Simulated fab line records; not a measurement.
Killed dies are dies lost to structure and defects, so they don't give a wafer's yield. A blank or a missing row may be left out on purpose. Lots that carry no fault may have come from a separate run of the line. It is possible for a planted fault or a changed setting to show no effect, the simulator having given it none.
fab line records	flow gf180mcu
[record] lots = 13	wafers = 39	lastDay = 34
route steps=602 shown STI@16 DNWELL@39 NWELL@53 VT_IMPLANT@108
lots that met no fault: taken from a fault-free run of the same line
startH: hours from the record's first day to the start of the lot's first wafer shown	waitH: hours since the lot's step before	" as in the row above	L1.1+2: a row that stands for several wafers	- either no value or no given start	* or withheld: withheld	< > ~ a bound
route shown NAME@n: NAME is a module with steps in the file, n the number in the route of the first one	usual: mean/standard deviation of fault-free wafers	same: alike in all rows	chamber/n: place in a boat	sites: readings site by site	_std_site: their standard deviation	_edge_site: mean of outer sites minus mean of inner sites	radiusMm: how far each site lies from the wafer's centre	mask NAME#n: copy n	behind: the most recent tool/chamber to have shaped the wafer	hold: the reason the lot was held/the length of the hold in hours/how it ended	device: names the non-switching transistor (n, p or np)	end of line: the same wafers' tests at the end of the route	a step with no rows: only its recipe	killed: at the first sort, the dies lost to defects and structure; wafer yield is something else	map: a wafer's dies, x killed, . not, _ none there
set.NAME: setting as actually run; set.NAME@STEP: the setting as run at that earlier step	model.NAME: the simulator's own value behind a step, which no gauge read
the route's steps for a sample of lots (tables are steps, rows are wafers)
services: the hour from which a tool's chamber was out of use, counted from the record's first day as startH (under 0 if before that day), plus the number of hours and why
[[steps]]
[step GF_STI_STRIP_15]
[recipe] chemistry = O2/N2	powerW = 1400	pressureMtorr = 1500	platenTempC = 250	o2FlowSccm = 3000	n2FlowSccm = 300	overashFraction = 0.5
[usual] drypumpMotorCurrentA = 5.6/0.33	heaterPowerW = 350/24	oesProductAu = 0.385/0.0049	stripTimeToEndpointS = 3.75/0.046
lot.wafer	tool	chamber	startH	waitH	drypumpMotorCurrentA	heaterPowerW	oesProductAu	rfHoursCounterH	stripTimeToEndpointS
L980.3	plasmaAsher-02	0	25.49	0.1	5.9	365	0.389	-	3.73
L980.4	"	1	"	"	5.6	333	0.379	-	3.69
L980.5	"	0	"	"	6.0	366	0.383	-	3.75
L981.3	plasmaAsher-02	1	30.17	0.1	5.6	320	0.384	-	3.68
L981.4	"	0	"	"	6.0	360	0.380	-	3.71
L981.6	"	0	"	"	6.0	371	0.377	-	3.73
L982.2	plasmaAsher-02	0	34.77	0.0	6.0	357	0.377	22	3.77
L982.4	"	0	"	"	6.0	361	0.388	-	3.75
L982.5	"	1	"	"	5.6	322	0.382	-	3.72
L983.3	plasmaAsher-02	0	44.50	0.1	6.0	361	0.405	-	3.81
L983.5	"	0	"	"	6.0	366	0.393	-	3.78
L983.6	"	1	"	"	5.6	328	0.384	-	3.78
L984.1	plasmaAsher-02	1	49.06	0.0	5.6	328	0.391	23	3.83
L984.2	"	0	"	"	5.9	362	0.384	23	3.76
L984.6	"	0	"	"	5.9	360	0.379	-	3.72
L985.1	plasmaAsher-04	0	51.62	0.0	4.9	344	0.382	39	3.73
L985.3	"	1	"	"	5.8	370	0.388	-	3.73
L985.4	"	0	"	"	4.8	337	0.383	-	3.75
L986.1	plasmaAsher-01	0	57.92	0.0	5.8	318	0.381	42	3.70
L986.4	"	0	"	"	5.8	320	0.377	-	3.75
L986.5	"	0	"	"	5.8	322	0.381	-	3.73
L987.2	plasmaAsher-01	0	60.91	0.0	5.8	307	0.384	43	3.76
L987.3	"	0	"	"	5.8	316	0.383	-	3.73
L987.6	"	0	"	"	5.8	306	0.383	-	3.73
L990.1	plasmaAsher-04	0	76.93	0.0	4.9	350	0.386	41	3.72
L990.4	"	0	"	"	4.9	354	0.382	-	3.80
L990.5	"	0	"	"	4.9	347	0.383	-	3.80
L993.1	plasmaAsher-02	0	92.12	0.0	6.0	365	0.384	27	3.86
L993.3	"	0	"	"	6.0	366	0.384	-	3.79
L993.4	"	1	"	"	5.6	330	0.381	-	3.83
L995.1	plasmaAsher-01	0	102.42	0.0	5.8	318	0.382	47	3.79
L995.5	"	0	"	"	5.8	313	0.393	-	3.79
L995.6	"	1	"	"	5.6	387	0.380	-	3.70
L999.1	plasmaAsher-04	1	123.50	0.0	5.8	379	0.383	46	3.75
L999.4	"	1	"	"	5.9	374	0.388	-	3.77
L999.6	"	1	"	"	5.8	364	0.392	-	3.78
L101.1	plasmaAsher-04	1	133.12	0.0	5.8	352	0.381	47	3.72
L101.4	"	1	"	"	5.8	359	0.389	-	3.70
L101.6	"	0	"	"	4.9	346	0.382	-	3.68
[step GF_DNWELL_IMPLANT_07]
[recipe] species = P	energyKev = 1500	doseCm2 = 1e+13	tiltDeg = 0
[usual] beamOnS = 10.00/0.19	endStationPressureTorr = 5.09e-06/2.6e-07	faradayCurrentUA = 56.4/1
lot.wafer	tool	chamber	startH	waitH	beamOnS	endStationPressureTorr	faradayCurrentUA
L980.3	implanter-01	0	45.54	-	10.07	5.04e-06	56.0
L980.4	"	0	"	"	10.24	5.23e-06	55.0
L980.5	"	0	"	"	10.02	4.94e-06	56.5
L981.3	implanter-04	0	50.44	-	9.84	5.27e-06	57.2
L981.4	"	0	"	"	9.80	5.39e-06	57.3
L981.6	"	0	"	"	10.26	5.01e-06	54.9
L982.2	implanter-04	0	53.36	-	9.99	5.32e-06	56.4
L982.4	"	0	"	"	10.01	5.18e-06	56.5
L982.5	"	0	"	"	10.22	4.91e-06	55.3
L983.3	implanter-04	0	61.49	-	10.02	5.34e-06	56.1
L983.5	"	0	"	"	10.12	5.36e-06	55.4
L983.6	"	0	"	"	10.09	5.24e-06	55.7
L984.1	implanter-01	0	66.79	-	9.97	4.98e-06	56.8
L984.2	"	0	"	"	9.82	5.11e-06	57.3
L984.6	"	0	"	"	10.02	5.61e-06	56.3
L985.1	implanter-04	0	70.78	-	10.31	4.75e-06	54.7
L985.3	"	0	"	"	10.05	5.3e-06	56.2
L985.4	"	0	"	"	10.26	5.18e-06	54.8
L986.1	implanter-01	0	74.39	-	9.77	5.26e-06	57.9
L986.4	"	0	"	"	10.18	5.11e-06	55.1
L986.5	"	0	"	"	10.35	5.24e-06	54.8
L987.2	implanter-01	0	78.06	-	10.05	5.21e-06	56.0
L987.3	"	0	"	"	10.14	5.05e-06	55.3
L987.6	"	0	"	"	10.06	5.04e-06	56.0
L990.1	implanter-01	0	96.04	-	9.94	4.62e-06	57.0
L990.4	"	0	"	"	10.06	5.22e-06	56.2
L990.5	"	0	"	"	9.89	5.46e-06	57.0
L993.1	implanter-03	0	110.98	-	13.01	0.00011937	43.7
L993.3	"	0	"	"	13.04	0.00011893	43.6
L993.4	"	0	"	"	12.67	0.00012616	44.8
L995.1	implanter-03	0	121.38	-	12.65	0.00011987	45.1
L995.5	"	0	"	"	12.64	0.00013089	45.0
L995.6	"	0	"	"	12.85	0.00012115	44.3
L999.1	implanter-01	0	142.74	-	9.88	5.23e-06	56.8
L999.4	"	0	"	"	9.86	5.21e-06	56.8
L999.6	"	0	"	"	10.10	5.05e-06	55.6
L101.1	implanter-04	0	153.09	-	10.04	5.32e-06	56.2
L101.4	"	0	"	"	10.04	4.91e-06	55.9
L101.6	"	0	"	"	10.08	5.06e-06	55.8
[step GF_DNWELL_TW_MEAS_09]
[usual] DNWELL_TW = 1335/20
lot.wafer	tool	chamber	startH	waitH	DNWELL_TW
L980.3	filmMetro-02	-	45.76	0.1	1377
L980.4	"	-	"	"	1384
L980.5	"	-	"	"	1381
L981.3	filmMetro-03	-	50.66	0.1	1314
L981.4	"	-	"	"	1322
L981.6	"	-	"	"	1311
L982.2	filmMetro-03	-	53.59	0.1	1319
L982.4	"	-	"	"	1321
L982.5	"	-	"	"	1313
L983.3	filmMetro-01	-	61.71	0.1	1325
L983.5	"	-	"	"	1331
L983.6	"	-	"	"	1323
L984.1	filmMetro-01	-	67.04	0.1	1330
L984.2	"	-	"	"	1341
L984.6	"	-	"	"	1334
L985.1	filmMetro-01	-	71.03	0.1	1328
L985.3	"	-	"	"	1333
L985.4	"	-	"	"	1330
L986.1	filmMetro-01	-	74.64	0.1	1337
L986.4	"	-	"	"	1334
L986.5	"	-	"	"	1334
L987.2	filmMetro-01	-	78.30	0.1	1335
L987.3	"	-	"	"	1334
L987.6	"	-	"	"	1337
L990.1	filmMetro-03	-	96.29	0.1	1314
L990.4	"	-	"	"	1318
L990.5	"	-	"	"	1317
L993.1	filmMetro-02	-	111.23	0.1	1483
L993.3	"	-	"	"	1492
L993.4	"	-	"	"	1486
L995.1	filmMetro-03	-	121.63	0.1	1440
L995.5	"	-	"	"	1437
L995.6	"	-	"	"	1429
L999.1	filmMetro-03	-	142.99	0.1	1342
L999.4	"	-	"	"	1342
L999.6	"	-	"	"	1347
L101.1	filmMetro-03	-	153.34	0.1	1310
L101.4	"	-	"	"	1308
L101.6	"	-	"	"	1311
[step GF_NWELL_TW_MEAS_11]
[usual] NWELL_TW = 1576/34
lot.wafer	tool	chamber	startH	waitH	NWELL_TW
L980.3	filmMetro-04	-	58.89	0.1	1618
L980.4	"	-	"	"	1612
L980.5	"	-	"	"	1609
L981.3	filmMetro-03	-	63.62	0.1	1533
L981.4	"	-	"	"	1544
L981.6	"	-	"	"	1546
L982.2	filmMetro-02	-	66.88	0.1	1625
L982.4	"	-	"	"	1617
L982.5	"	-	"	"	1618
L983.3	filmMetro-03	-	74.79	0.1	1553
L983.5	"	-	"	"	1543
L983.6	"	-	"	"	1538
L984.1	filmMetro-03	-	80.17	0.1	1541
L984.2	"	-	"	"	1551
L984.6	"	-	"	"	1544
L985.1	filmMetro-03	-	85.02	0.1	1541
L985.3	"	-	"	"	1547
L985.4	"	-	"	"	1542
L986.1	filmMetro-02	-	88.45	0.1	1621
L986.4	"	-	"	"	1624
L986.5	"	-	"	"	1617
L987.2	filmMetro-04	-	92.13	0.1	1594
L987.3	"	-	"	"	1601
L987.6	"	-	"	"	1602
L990.1	filmMetro-03	-	111.07	0.1	1539
L990.4	"	-	"	"	1544
L990.5	"	-	"	"	1536
L993.1	filmMetro-04	-	125.84	0.1	1599
L993.3	"	-	"	"	1591
L993.4	"	-	"	"	1595
L995.1	filmMetro-04	-	136.97	0.1	1594
L995.5	"	-	"	"	1593
L995.6	"	-	"	"	1595
L999.1	filmMetro-03	-	158.99	0.1	1525
L999.4	"	-	"	"	1533
L999.6	"	-	"	"	1524
L101.1	filmMetro-04	-	169.97	0.1	1600
L101.4	"	-	"	"	1605
L101.6	"	-	"	"	1605
[step GF_VT_IMPLANT_OVL_MEAS_18]
[usual] VT_IMPLANT_01_OVL = 1.3/1.7
lot.wafer	tool	chamber	startH	waitH	VT_IMPLANT_01_OVL[nm]
L980.3	overlay-01	-	128.84	0.1	1.3
L980.4	"	-	"	"	1.2
L980.5	"	-	"	"	0.0
L981.3	overlay-01	-	134.35	0.1	1.2
L981.4	"	-	"	"	0.5
L981.6	"	-	"	"	1.6
L982.2	overlay-02	-	137.39	0.1	2.7
L982.4	"	-	"	"	3.2
L982.5	"	-	"	"	2.2
L983.3	overlay-02	-	148.97	0.1	1.8
L983.5	"	-	"	"	0.1
L983.6	"	-	"	"	1.0
L984.1	overlay-01	-	153.24	0.1	-0.7
L984.2	"	-	"	"	-1.0
L984.6	"	-	"	"	0.3
L985.1	overlay-01	-	160.09	0.1	2.8
L985.3	"	-	"	"	1.7
L985.4	"	-	"	"	0.9
L986.1	overlay-02	-	162.64	0.1	4.7
L986.4	"	-	"	"	4.4
L986.5	"	-	"	"	2.2
L987.2	overlay-02	-	168.01	0.1	-1.8
L987.3	"	-	"	"	-1.0
L987.6	"	-	"	"	0.8
L990.1	overlay-01	-	187.53	0.1	-0.4
L990.4	"	-	"	"	1.2
L990.5	"	-	"	"	0.6
L993.1	overlay-02	-	205.96	0.1	-0.1
L993.3	"	-	"	"	-0.9
L993.4	"	-	"	"	2.1
L995.1	overlay-02	-	219.88	0.1	3.4
L995.5	"	-	"	"	1.9
L995.6	"	-	"	"	2.2
L999.1	overlay-02	-	244.16	0.1	2.9
L999.4	"	-	"	"	0.9
L999.6	"	-	"	"	2.5
L101.1	overlay-01	-	259.13	0.1	-0.3
L101.4	"	-	"	"	-1.1
L101.6	"	-	"	"	-0.8
[[services]]
tool	chamber	startH	hours	kind
plasmaAsher-01	-	6.77	2.8	repair
implanter-01	-	11.69	1.3	repair
plasmaAsher-01	-	13.21	4.0	pm
implanter-04	-	41.33	3.3	repair
implanter-01	-	55.48	0.7	repair
plasmaAsher-02	-	116.46	1.2	repair
implanter-01	-	134.54	3.4	repair
plasmaAsher-02	-	143.05	2.8	pm
[[key]]
[firstSign] step = GF_DNWELL_IMPLANT_07	reading = endStationPressureTorr	direction = up	sigmas = 99+	usual = 5.09e-06	struck = 0.00012273
[effect] step = GF_DNWELL_IMPLANT_07	reading = beamOnS	direction = up	sigmas = 15	usual = 10.00	struck = 12.81
[effect] step = GF_DNWELL_TW_MEAS_09	reading = DNWELL_TW	direction = up	sigmas = 6.4	usual = 1335	struck = 1461
metAt GF_DNWELL_IMPLANT_07
struckLots L993,L995
testerLeftOut L993,L995
notActingAt GF_STI_STRIP_15,GF_NWELL_TW_MEAS_11,GF_VT_IMPLANT_OVL_MEAS_18
[fault] kind = processParameterDrift	tool = implanter-03	chamber = -	onsetH = 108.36	steps = GF_DNWELL_IMPLANT_07	channel = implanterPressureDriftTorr	offset = 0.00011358	shape = step	endH = 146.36
[fault] kind = processParameterDrift	tool = implanter-03	chamber = -	onsetH = 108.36	steps = GF_DNWELL_IMPLANT_07	channel = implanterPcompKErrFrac	offset = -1	shape = step	endH = 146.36
// testerLeftOut: of these lots the tester's yield and bins aren't shown, on N5 and GAA mostly nor the transistor test; their killed dies are dies lost to structure and defects alone, not to doping, threshold or leakage, so they don't give the yield
